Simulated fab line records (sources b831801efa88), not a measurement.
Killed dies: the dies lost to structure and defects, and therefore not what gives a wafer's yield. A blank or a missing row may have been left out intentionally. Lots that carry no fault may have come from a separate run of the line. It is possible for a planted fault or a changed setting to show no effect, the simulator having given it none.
Shared-tool check | flow gf180mcu | 14 lots and 42 wafers in the sample

== THE REASON FOR OPENING IT ==
2 of 14 lots carry a flag on the reading NWELL_TW at GF_NWELL_TW_MEAS_11. Fault-free wafers read 1570, with a standard deviation of 16.
Rule: flag the lot when none of its wafers has a number, or when each of its wafers that has one lies beyond 4 standard deviations from that mean. All remaining lots are regarded as sound.

lot  | measured    | on            | NWELL_TW, wafer by wafer | flag
L500 | day 3 08:05 | film metro-03 | 1586 1587 1578           |
L501 | day 3 13:56 | film metro-02 | 1538 1555 1547           |
L503 | day 3 23:43 | film metro-01 | 1565 1572 1572           |
L504 | day 4 04:30 | film metro-03 | 1580 1596 1590           |
L505 | day 4 12:19 | film metro-01 | 1567 1577 1566           |
L511 | day 6 00:28 | film metro-03 | 1583 1589 1594           |
L512 | day 6 09:07 | film metro-02 | 1554 1567 1556           |
L513 | day 6 12:41 | film metro-03 | 1599 1590 1591           |
L514 | day 6 20:08 | film metro-02 | 1554 1559 1549           |
L518 | day 7 10:04 | film metro-03 | 1495 1491 1489           | FLAGGED
L519 | day 7 15:03 | film metro-02 | 1467 1468 1470           | FLAGGED
L520 | day 7 21:26 | film metro-03 | 1574 1579 1575           |
L521 | day 8 06:44 | film metro-03 | 1578 1576 1569           |
L522 | day 8 07:45 | film metro-01 | 1568 1566 1571           |
The numbers of the flagged lots are 1480 on average: -90 against the usual, or -6 standard deviations.

== WHICH TOOL EACH LOT WENT THROUGH ==
The record keeps 1 process step preceding the reading, out of 602 steps on the route. Read each cell as the tool, then ch plus the chambers that the sampled wafers visited, then the start.
lot  | flag    | GF_NWELL_DEVELOP_06
L500 |         | litho track-03 ch 0, day 3 07:00
L501 |         | litho track-03 ch 0, day 3 13:00
L503 |         | litho track-01 ch 0, day 3 23:00
L504 |         | litho track-04 ch 0, day 4 03:00
L505 |         | litho track-01 ch 0, day 4 11:00
L511 |         | litho track-03 ch 0, day 5 23:00
L512 |         | litho track-01 ch 0, day 6 08:00
L513 |         | litho track-01 ch 0, day 6 12:00
L514 |         | litho track-01 ch 0, day 6 19:00
L518 | FLAGGED | litho track-01 ch 0, day 7 09:00
L519 | FLAGGED | litho track-01 ch 0, day 7 14:00
L520 |         | litho track-04 ch 0, day 7 20:00
L521 |         | litho track-03 ch 0, day 8 06:00
L522 |         | litho track-04 ch 0, day 8 07:00
What the steps here do:
- GF_NWELL_DEVELOP_06: develop time 60 s.
- GF_NWELL_TW_MEAS_11

== FLAGGED OVER TOTAL, TOOL BY TOOL (the gauges that took the reading come last) ==
step                | tool           | lots run | flagged | share of the flagged lots | sound lots run after its first flagged lot
GF_NWELL_DEVELOP_06 | litho track-01 | 7        | 2       | all                       | 0
GF_NWELL_DEVELOP_06 | litho track-03 | 4        | 0       | none                      | -
GF_NWELL_DEVELOP_06 | litho track-04 | 3        | 0       | none                      | -
GF_NWELL_TW_MEAS_11 | film metro-01  | 3        | 0       | none                      | -
GF_NWELL_TW_MEAS_11 | film metro-02  | 4        | 1       | some                      | 0
GF_NWELL_TW_MEAS_11 | film metro-03  | 7        | 1       | some                      | 2 (L520,L521)

== THE TABLE: WHAT IT ALLOWS ==
All flagged lots share 1 row of the table, namely litho track-01 at GF_NWELL_DEVELOP_06.
- litho track-01 at GF_NWELL_DEVELOP_06 ran 7 lots, 2 of them flagged. Last sound lot L514 at day 6 19:00, first flagged lot L518 at day 7 09:00; a fault beginning in between fits.
Left over: one tool, litho track-01 at GF_NWELL_DEVELOP_06.

== WHAT THE SIMULATOR HAD INSERTED ==
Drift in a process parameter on litho track-01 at GF_NWELL_DEVELOP_06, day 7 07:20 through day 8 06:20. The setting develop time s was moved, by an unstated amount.
Shown lots that were struck: L518, L519. The same result came from the rule above.
